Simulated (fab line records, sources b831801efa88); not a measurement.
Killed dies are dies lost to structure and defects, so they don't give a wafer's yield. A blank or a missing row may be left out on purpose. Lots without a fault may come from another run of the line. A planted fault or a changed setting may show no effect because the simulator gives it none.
Which tool did it? | flow sky130 | 10 lots, 30 wafers sampled, at 4 steps of a route of 708

WHAT THE GAUGES READ, wafer by wafer
SKY_VIA4_RS_MEAS_19: measures by four-point-probe.
lot  | measured     | on            | VIA4_W_RS (ohm/sq)
L755 | day 42 18:49 | film_metro-01 | 0.229 0.228 0.227
L756 | day 43 12:17 | film_metro-04 | 0.226 0.224 0.231
L757 | day 43 14:37 | film_metro-02 | 0.227 0.222 0.232
L763 | day 45 17:37 | film_metro-01 | 0.230 0.355 0.363
L765 | day 45 22:59 | film_metro-04 | 0.222 0.367 0.348
L764 | day 45 23:47 | film_metro-02 | 0.225 0.361 0.224
L770 | day 47 05:37 | film_metro-02 | 0.224 0.229 0.228
L771 | day 47 10:25 | film_metro-01 | 0.228 0.224 0.223
L774 | day 47 20:47 | film_metro-01 | 0.227 0.228 0.226
L775 | day 47 23:41 | film_metro-02 | 0.225 0.222 0.226

WHICH TOOL RAN EACH LOT (tool, then ch and the chambers of the sampled wafers, then the start)
lot  | SKY_CAP2M_STRIP_14                   | SKY_METAL4_ETCH_16                | SKY_VIA4_CVD_18
L755 | plasma_asher-01 ch 0,1, day 40 17:08 | rie_metal-02 ch 1, day 41 17:48   | cvd_w-02 ch 0,1, day 42 18:40
L756 | plasma_asher-02 ch 0,1, day 41 11:14 | rie_metal-04 ch 0,1, day 42 11:24 | cvd_w-02 ch 0,1, day 43 12:09
L757 | plasma_asher-03 ch 0,1, day 41 14:08 | rie_metal-04 ch 0,1, day 42 13:55 | cvd_w-02 ch 0,1, day 43 14:28
L763 | plasma_asher-02 ch 0,1, day 43 19:05 | rie_metal-02 ch 0,1, day 44 18:18 | cvd_w-02 ch 0,1, day 45 17:27
L765 | plasma_asher-03 ch 0,1, day 44 00:38 | rie_metal-01 ch 0,1, day 44 23:35 | cvd_w-02 ch 0,1, day 45 22:48
L764 | plasma_asher-01 ch 0, day 44 01:22   | rie_metal-04 ch 0,1, day 45 00:27 | cvd_w-02 ch 0,1, day 45 23:37
L770 | plasma_asher-02 ch 0,1, day 45 10:37 | rie_metal-01 ch 0,1, day 46 07:47 | cvd_w-01 ch 0, day 47 05:26
L771 | plasma_asher-01 ch 0,1, day 45 15:31 | rie_metal-02 ch 1, day 46 12:41   | cvd_w-01 ch 0,1, day 47 10:15
L774 | plasma_asher-01 ch 0,1, day 46 01:52 | rie_metal-01 ch 0,1, day 46 22:27 | cvd_w-01 ch 0,1, day 47 20:38
L775 | plasma_asher-03 ch 0,1, day 46 04:28 | rie_metal-01 ch 0,1, day 47 01:27 | cvd_w-01 ch 0,1, day 47 23:32
- SKY_CAP2M_STRIP_14: strips in O2/N2.
- SKY_METAL4_ETCH_16: etches BARC in N2/H2, stops on SiO2, time 88.2 s, target depth 60 nm.
- SKY_VIA4_CVD_18: deposits W, target thk 505 nm, time 152.14 s.

THE ANSWER, worked out from the rows above alone
Rule: what is usual is taken from the lots themselves. Put in order of their means at a reading, lots are off if they are a third of the lots or fewer, leave a main group of 4 or more, and stand apart from it by a gap of 3 or more times the standard deviation of the main group's means; of several such gaps the widest counts. A main group whose means are all the same, to the digits that the tables above print for the reading, isn't used. A lot without any number at a reading at which 4 lots or more have one is off too. The other lots that the step has rows for count as sound.
Off: L763, L765, L764, at SKY_VIA4_RS_MEAS_19 (VIA4_W_RS). The main group: mean 0.226 ohm/sq, standard deviation 0.0012.
A tool fits if, at a process step before that reading, it ran every lot that is off, and no sound lot after the first of them. The gauges at SKY_VIA4_RS_MEAS_19 are tried like those tools. One fits: cvd_w-02 at SKY_VIA4_CVD_18. Its last sound lot is L757 (day 43 14:28), its first lot that is off L763 (day 45 17:27): a fault that began between those two fits.

WHAT THE SIMULATOR HAD PUT IN
Process parameter drift: cvd_w-02, from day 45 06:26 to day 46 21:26, at SKY_VIA4_CVD_18. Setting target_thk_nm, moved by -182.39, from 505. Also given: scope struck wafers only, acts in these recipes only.
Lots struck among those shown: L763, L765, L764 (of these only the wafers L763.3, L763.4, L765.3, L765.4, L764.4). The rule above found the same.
